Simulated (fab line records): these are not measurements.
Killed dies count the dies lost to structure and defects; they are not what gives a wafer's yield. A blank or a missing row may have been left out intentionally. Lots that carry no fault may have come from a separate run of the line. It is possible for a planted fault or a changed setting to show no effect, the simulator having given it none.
2 desks, one fault || flow sky130 || every desk sees just its own numbers, and what lay behind them comes last

== TOOL OWNER'S DESK, rie diel-01 ==
The tool's own readings at SKY_VIA3_ETCH_14 (etches BARC in N2/H2, stops on SiO2, time 45.9 s, target depth 60 nm): means of the sampled wafers that have a number, for each lot that ran on this tool. Marked OUT: a lot whose mean sits more than 4 standard deviations from the usual mean, which makes it out of limits; the brackets give that distance.
Columns: A = drypump motor current A at SKY_VIA3_ETCH_14, usual 5.8 A; B = oes product au at SKY_VIA3_ETCH_14, usual 0.855 a.u.; C = run length s at SKY_VIA3_ETCH_14, usual 74.2 s; D = throttle valve pct at SKY_VIA3_ETCH_14, usual 13.224 %
{"lot": "L814", "first seen here": "day 42 09:59", "A": 5.7, "B": "0.921 (+15) OUT", "C": "70.4 (-8.6) OUT", "D": 13.231}
{"lot": "L816", "first seen here": "day 42 19:55", "A": 6.1, "B": "0.895 (+8.8) OUT", "C": "72.1 (-4.8) OUT", "D": 13.232}
{"lot": "L827", "first seen here": "day 45 11:55", "A": 5.9, "B": 0.859, "C": 74.4, "D": 13.220}
{"lot": "L828", "first seen here": "day 45 13:16", "A": 5.7, "B": 0.852, "C": 74.2, "D": 13.215}
This desk's finding: out of limits on L814, L816; first on L814, day 42 09:59 (oes product au at SKY_VIA3_ETCH_14). L827, L828 stayed within limits.

== THE METROLOGY DESK ==
Means of the sampled wafers that have a number, per lot and without regard to the tool the lot ran on: this is what the gauges read. Marked OUT: a lot whose mean sits more than 4 standard deviations from the usual mean, which makes it out of limits; the brackets give that distance.
Columns: A = CONTACT_CVD_00_THK at SKY_CONTACT_THK_MEAS_01, usual 75.0 nm
{"lot": "L806", "first seen here": "day 30 16:35", "A": 74.2}
{"lot": "L807", "first seen here": "day 31 22:16", "A": 75.2}
{"lot": "L813", "first seen here": "day 33 08:54", "A": 74.6}
{"lot": "L814", "first seen here": "day 33 12:56", "A": 75.7}
{"lot": "L816", "first seen here": "day 34 05:26", "A": 74.7}
{"lot": "L817", "first seen here": "day 34 06:41", "A": 74.7}
{"lot": "L818", "first seen here": "day 34 14:23", "A": 74.5}
{"lot": "L820", "first seen here": "day 34 17:40", "A": 75.2}
{"lot": "L821", "first seen here": "day 34 22:22", "A": 75.1}
{"lot": "L822", "first seen here": "day 34 23:22", "A": 74.9}
{"lot": "L824", "first seen here": "day 36 10:53", "A": 75.0}
{"lot": "L827", "first seen here": "day 37 00:18", "A": 74.7}
{"lot": "L826", "first seen here": "day 37 00:28", "A": 75.3}
{"lot": "L828", "first seen here": "day 37 02:59", "A": 74.7}
This desk's verdict: no lot among the 14 shows anything out of limits.

== TAKEN TOGETHER ==
On L814, L816, at day 42 09:59, an alarm was possible from the tool owner's desk.
From the metrology desk's view, nothing was out of limits.
The metrology desk has L814, L816 on record, within its limits.
Every lot named ran SKY_VIA3_ETCH_14 on rie diel-01.

== WHAT THE SIMULATOR HAD INSERTED ==
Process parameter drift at SKY_VIA3_ETCH_14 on rie diel-01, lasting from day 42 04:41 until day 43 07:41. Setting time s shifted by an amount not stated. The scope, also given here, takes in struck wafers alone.
Lots struck among those shown: L814, L816.
How many hours passed from the start of the fault until each desk's first out-of-limits reading: the tool owner's desk, 5.
